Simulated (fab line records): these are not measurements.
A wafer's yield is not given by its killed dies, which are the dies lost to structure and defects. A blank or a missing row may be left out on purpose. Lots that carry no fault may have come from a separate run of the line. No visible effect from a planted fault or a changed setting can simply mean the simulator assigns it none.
Struck lot and sound lot, side by side | flow sky130 | 16 out of 708 route steps
Sound: wafers L199.3, L199.4, L199.5. Struck: wafer L217.1 (L217.3, L217.6, from the same lot, were not struck and are left out); the cause is given at the end.
Each step with rows lists, per side, the tool, then ch with its chambers, then its first start. Under that, the readings that differ: sound wafers | struck wafers | difference of the means | sigmas: that difference in standard deviations of wafers without a fault.
alike: words and numbers the same on both sides, and readings whose means are apart by under 2 such deviations; not compared: readings that were withheld, readings missing a value for some wafer, numbers with overlapping values and no deviation given by the record, and bounds like >300 which may hide the same value.
A row with sigmas, a row that says differs or no value, or rows on one side alone: a step with any of these is where the two part. Numbers that have no deviation but don't overlap get no sigmas and don't part them. A reading that every wafer of one side lacks parts them only if that side has two wafers or more.

first, 2 steps without rows for these wafers: SKY_METAL4_PEB_11; SKY_METAL4_DEVELOP_12 (develop time 60 s).
SKY_METAL4_CD_MEAS_13 targets a cd of 300 nm.
  struck on cdSem-02, day 47 16:05; sound on cdSem-01, day 43 03:14
  alike: cdNm
SKY_METAL4_OVL_MEAS_14:
  struck on overlay-02, day 47 16:14; sound on overlay-01, day 43 03:20
  alike: METAL4_OVL
SKY_METAL4_DESCUM_15: chemistry O2, time 8 s.
  sound on rieMetal-04 ch 0,1, day 43 03:22; struck on rieMetal-01 ch 0, day 47 16:16
reading             | sound | struck | difference                   | sigmas
rfHoursCounterH (h) | - - - | 18     | no value on the sound wafers | 
  alike: drypumpMotorCurrentA, oesProductAu
SKY_METAL4_ETCH_16: etches BARC in N2/H2, stops on SiO2, time 88.2 s, target depth 60 nm.
  sound on rieMetal-04 ch 0,1, day 43 03:25; struck on rieMetal-01 ch 0, day 47 16:18
reading             | sound | struck | difference                   | sigmas
rfHoursCounterH (h) | - - - | 18     | no value on the sound wafers | 
  alike: biasW, drypumpMotorCurrentA, oesProductAu, throttleValvePct
then, 1 step without rows for these wafers: SKY_METAL4_ETCH_17 (etches SiO2 in C4F8/O2/Ar, stops on TiN, time 3.9 s, target depth 15 nm).
SKY_METAL4_METAL_ETCH_18: etches the open film in Cl2/BCl3, stops on SiO2, target depth 845 nm, time 183.1 s.
  sound on rieMetal-01 ch 0,1, day 43 03:34; struck on rieMetal-04 ch 1, day 47 16:25
reading             | sound             | struck | difference                   | sigmas
biasW (W)           | 48.59 48.58 48.66 | 48.29  | -0.32                        | -2
rfHoursCounterH (h) | - - -             | 24     | no value on the sound wafers | 
  alike: drypumpMotorCurrentA, oesProductAu, throttleValvePct
SKY_METAL4_STRIP_19: strips in O2/N2.
  sound on plasmaAsher-04 ch 0,1, day 43 03:43; struck on plasmaAsher-02 ch 1, day 47 16:46
reading                  | sound       | struck | difference                   | sigmas
drypumpMotorCurrentA (A) | 5.7 5.1 5.1 | 6.4    | +1.1                         | +2
rfHoursCounterH (h)      | - - -       | 37     | no value on the sound wafers | 
  alike: oesProductAu, stripTimeToEndpointS
then, 3 steps without rows for these wafers: SKY_METAL4_STRIP_20 (strips in post etch residue remover, time 1200 s); SKY_METAL4_CLEAN_21 (cleans in IPA, time 180 s); SKY_METAL4_CLEAN_22 (cleans in O3/DIW).
SKY_VIA4_HDPCVD_00: deposits SiO2, target thk 1750 nm, time 291.7 s.
  sound on hdpcvd-01 ch 0,2, day 43 04:24; struck on hdpcvd-01 ch 1, day 47 17:22
reading                                 | sound             | struck | difference | sigmas
runLengthS (s)                          | 319.5 319.6 319.3 | 306.7  | -12.8      | -28
model.SiO2_of_VIA4_HDPCVD_00.thkNm (nm) | 1729 1750 1735    | 1651   | -87        | 
SKY_VIA4_THK_MEAS_01:
  struck on filmMetro-03, day 47 17:38; sound on filmMetro-02, day 43 04:35
reading              | sound          | struck | difference | sigmas
VIA4_HDPCVD_THK (nm) | 1730 1750 1735 | 1650   | -88        | -2
SKY_VIA4_CMP_02: polishes SiO2.
  sound on cmp-01 ch 2,3, day 43 04:50; struck on cmp-01 ch 1, day 47 17:43
  alike: motorCurrentA, retainingRingPressureFrac
-- the record jumps here: 3 days lie between the struck wafers' starts before and after (it left off in module VIA4 and takes up again in module PAD_OPEN, whose first step shown is number 708 of the route) --
SKY_PAD_OPEN_PROBE_99:
  only the struck wafers here have rows in the record (prober-02, day 50 20:01); the sound ones have none

== WHERE THEY PART ==
Earliest at SKY_METAL4_DESCUM_15; latest, in this record, at SKY_PAD_OPEN_PROBE_99.

WHY: what the simulator had put in
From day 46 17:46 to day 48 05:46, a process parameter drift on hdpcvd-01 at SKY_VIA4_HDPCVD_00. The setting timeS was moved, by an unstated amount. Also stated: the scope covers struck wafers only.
